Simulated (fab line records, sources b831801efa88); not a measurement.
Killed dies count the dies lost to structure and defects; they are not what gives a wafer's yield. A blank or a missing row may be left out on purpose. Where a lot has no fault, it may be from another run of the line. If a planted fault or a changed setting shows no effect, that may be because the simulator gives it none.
A single fault, viewed from 2 desks    flow gf180mcu    only its own numbers are on each desk; what lay behind them is given at the end

== DESK OF THE TOOL OWNER: rieMetal-02 ==
The tool's own readings at GF_M5_METAL_ETCH_10 (etches the open film in Cl2/BCl3, stops on SiO2, target depth 750.8 nm, time 125.1 s): means of the sampled wafers that have a number, for each lot that ran on this tool. Marked OUT: a lot whose mean sits more than 4 standard deviations from the usual mean, which makes it out of limits; the brackets give that distance.
Columns: A = drypumpMotorCurrentA at GF_M5_METAL_ETCH_10, usual 5.9 A; B = oesProductAu at GF_M5_METAL_ETCH_10, usual 0.991 a.u.; C = throttleValvePct at GF_M5_METAL_ETCH_10, usual 28.231 %
lot   first seen here  A    B      C
L442  day 27 01:56     5.5  0.989  28.227
L444  day 27 22:28     5.2  0.996  28.218
L447  day 29 03:44     5.5  0.991  28.234
L448  day 29 10:19     5.4  0.994  28.224
L462  day 33 01:10     6.1  0.991  28.222
Result from this desk: across the 5 lots, nothing is out of limits.

== METROLOGY DESK ==
Means of the sampled wafers that have a number, per lot and without regard to the tool the lot ran on: this is what the gauges read. Marked OUT: a lot whose mean sits more than 4 standard deviations from the usual mean, which makes it out of limits; the brackets give that distance.
Columns: A = TOP_METAL_ALCU_RS at GF_TOP_METAL_RS_MEAS_05, usual 0.03263 ohm/sq; B = TOP_METAL_OVL at GF_TOP_METAL_OVL_MEAS_15, usual 0.5 nm
lot   first seen here  A        B
L439  day 27 15:59     0.03256  3.1
L440  day 28 00:22     0.03302  1.1
L442  day 28 01:38     0.03240  0.2
L443  day 28 16:21     0.03239  1.7
L444  day 28 20:50     0.03285  -0.0
L447  day 30 02:19     0.03237  0.5
L448  day 30 08:32     0.03277  0.1
L455  day 32 10:33     0.03296  -0.3
L458  day 33 01:15     0.03245  -1.3
L460  day 33 03:51     0.03275  -0.8
L459  day 33 05:34     0.03226  1.8
L462  day 33 19:07     0.03268  0.3
Result from this desk: across the 12 lots, nothing is out of limits.

== PUT TOGETHER ==
Nothing out of limits was seen by the tool owner's desk.
Metrology desk: nothing out of limits seen.

== WHAT HAD BEEN PUT IN BY THE SIMULATOR ==
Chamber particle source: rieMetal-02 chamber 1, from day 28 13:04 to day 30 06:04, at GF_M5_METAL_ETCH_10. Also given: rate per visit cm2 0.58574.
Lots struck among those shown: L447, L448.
